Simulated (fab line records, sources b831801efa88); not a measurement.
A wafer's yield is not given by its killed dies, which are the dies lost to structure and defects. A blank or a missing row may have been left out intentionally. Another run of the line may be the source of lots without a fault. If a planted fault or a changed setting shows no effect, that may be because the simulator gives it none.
Check for tools in common -- flow gf180mcu -- Sample size 13 lots and 39 wafers

## REASON FOR OPENING
GF_STI_THK_MEAS_04, reading STI_CVD_03_THK: flagged on 1 of 13 lots. Wafers without a fault read 207.0 nm, standard deviation 1.8.
Rule: flag the lot when none of its wafers has a number, or when each of its wafers that has one lies beyond 4 standard deviations from that mean. The rest of the lots are taken to be sound.

lot,measured,on,"STI_CVD_03_THK (nm), wafer by wafer",flag
L926,day 1 19:00,film_metro-04,208.4 207.5 207.8,
L928,day 2 04:34,film_metro-04,204.7 206.0 203.7,
L930,day 2 19:05,film_metro-03,207.5 206.8 206.1,
L931,day 3 00:27,film_metro-03,209.3 206.7 208.2,
L932,day 3 04:53,film_metro-03,207.7 206.6 207.1,
L933,day 3 07:16,film_metro-03,206.4 206.7 204.6,
L934,day 3 10:34,film_metro-02,206.5 206.8 206.0,
L935,day 3 16:06,film_metro-02,204.0 203.6 204.7,
L936,day 3 21:38,film_metro-04,208.0 208.2 205.1,
L942,day 5 08:14,film_metro-04,208.8 209.2 208.0,
L943,day 5 14:45,film_metro-03,207.3 207.9 206.1,
L944,day 5 16:37,film_metro-04,137.3 137.9 137.9,FLAGGED
L948,day 6 08:34,film_metro-03,208.9 208.6 209.5,
Average over the flagged lots: 137.7 nm; offset from the usual -69.3 nm, equal to -38 standard deviations.

## EACH LOT AND THE TOOL IT RAN ON
The record keeps 1 process step preceding the reading, out of 602 steps on the route. In each cell: the tool, then ch and the chambers that the sampled wafers went through, then the start.
lot,flag,GF_STI_CVD_03
L926,,"lpcvd-01 ch 0, day 1 17:01"
L928,,"lpcvd-02 ch 1, day 2 02:34"
L930,,"lpcvd-01 ch 0, day 2 17:07"
L931,,"lpcvd-01 ch 1, day 2 22:28"
L932,,"lpcvd-02 ch 1, day 3 02:53"
L933,,"lpcvd-01 ch 0, day 3 04:17"
L934,,"lpcvd-01 ch 0, day 3 08:34"
L935,,"lpcvd-02 ch 0, day 3 14:05"
L936,,"lpcvd-01 ch 1, day 3 19:39"
L942,,"lpcvd-02 ch 0, day 5 05:15"
L943,,"lpcvd-02 ch 0, day 5 11:46"
L944,FLAGGED,"lpcvd-01 ch 1, day 5 14:37"
L948,,"lpcvd-02 ch 1, day 6 06:34"
What these steps do:
- GF_STI_CVD_03: deposits Si3N4 from DCS/NH3, target thk 207.16 nm, time 3551 s.
- GF_STI_THK_MEAS_04

## FLAGGED AGAINST TOTAL, ONE TOOL AT A TIME (gauges that did the reading follow at the end)
step,tool,lots run,flagged,share of the flagged lots,sound lots run after its first flagged lot
GF_STI_CVD_03,lpcvd-01,7,1,all,0
GF_STI_CVD_03,lpcvd-02,6,0,none,-
GF_STI_THK_MEAS_04,film_metro-02,2,0,none,-
GF_STI_THK_MEAS_04,film_metro-03,6,0,none,-
GF_STI_THK_MEAS_04,film_metro-04,5,1,all,0

## WHAT THE TABLE PERMITS
lpcvd-01 at GF_STI_CVD_03 and film_metro-04 at GF_STI_THK_MEAS_04 are the 2 rows of the table that ran each flagged lot.
- lpcvd-01 at GF_STI_CVD_03 ran 7 lots, 1 of them flagged. It ran its last sound lot, L936, at day 3 19:39 and its first flagged lot, L944, at day 5 14:37: a fault with its onset between the two fits.
- film_metro-04 at GF_STI_THK_MEAS_04 ran 5 lots, 1 of them flagged. It ran its last sound lot, L942, at day 5 08:14 and its first flagged lot, L944, at day 5 16:37: a fault with its onset between the two fits.
A lot count leaves these 2 tools indistinguishable: every one of them fits a fault beginning at some hour. More lots, or a look at what each step does to the wafer, might.

## WHAT WAS PUT IN BY THE SIMULATOR
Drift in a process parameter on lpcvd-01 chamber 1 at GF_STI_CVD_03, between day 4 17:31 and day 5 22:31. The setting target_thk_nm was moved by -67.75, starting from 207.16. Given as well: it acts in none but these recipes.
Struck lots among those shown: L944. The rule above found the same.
